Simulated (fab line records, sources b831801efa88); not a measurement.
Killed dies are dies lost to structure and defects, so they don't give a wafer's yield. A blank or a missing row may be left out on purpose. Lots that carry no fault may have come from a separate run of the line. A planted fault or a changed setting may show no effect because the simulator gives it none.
Which tool was responsible? :: flow sky130 :: Sampling: 6 lots, 18 wafers, 2 of 708 route steps

## WHAT THE GAUGES READ, wafer by wafer
SKY_LI_CONTACT_CD_MEAS_12: the cd target is 170 nm.
lot: L317
measured: day 29 12:06
on: cd-sem-01
cd-nm (nm): 170.3 168.2 168.8

lot: L319
measured: day 30 08:05
on: cd-sem-01
cd-nm (nm): 168.9 166.9 168.3

lot: L322
measured: day 31 04:49
on: cd-sem-01
cd-nm (nm): 169.9 170.3 169.4

lot: L326
measured: day 32 16:54
on: cd-sem-01
cd-nm (nm): 171.9 172.8 170.6

lot: L330
measured: day 34 00:01
on: cd-sem-02
cd-nm (nm): 170.4 172.3 170.2

lot: L338
measured: day 36 06:31
on: cd-sem-01
cd-nm (nm): 168.1 169.5 168.1

## EACH LOT AND THE TOOL THAT RAN IT (in order: tool; ch and the chambers of the sampled wafers; start)
lot: L317
SKY_LI_CONTACT_EXPOSE_09: krf-scanner-02 ch 0, day 28 23:01

lot: L319
SKY_LI_CONTACT_EXPOSE_09: krf-scanner-02 ch 0, day 29 17:41

lot: L322
SKY_LI_CONTACT_EXPOSE_09: krf-scanner-01 ch 0, day 30 14:05

lot: L326
SKY_LI_CONTACT_EXPOSE_09: krf-scanner-02 ch 0, day 32 03:21

lot: L330
SKY_LI_CONTACT_EXPOSE_09: krf-scanner-02 ch 0, day 33 10:46

lot: L338
SKY_LI_CONTACT_EXPOSE_09: krf-scanner-02 ch 0, day 35 17:14
- SKY_LI_CONTACT_EXPOSE_09: exposes mask LICM1, target cd 170 nm.

## THE ANSWER, worked out from the rows above alone
Rule: what is usual is taken from the lots themselves. Put in order of their means at a reading, lots are off if they are a third of the lots or fewer, leave a main group of 4 or more, and stand apart from it by a gap of 3 or more times the standard deviation of the main group's means; of several such gaps the widest counts. Not used: any main group whose means are identical at the precision the tables above print for the reading. Also off: a lot with no number at a reading for which 4 or more lots have one. Any other lot the step has rows for is counted as sound.
Across all readings shown, no lot is off: no conclusion can be drawn from this.

## WHAT WAS PUT IN BY THE SIMULATOR
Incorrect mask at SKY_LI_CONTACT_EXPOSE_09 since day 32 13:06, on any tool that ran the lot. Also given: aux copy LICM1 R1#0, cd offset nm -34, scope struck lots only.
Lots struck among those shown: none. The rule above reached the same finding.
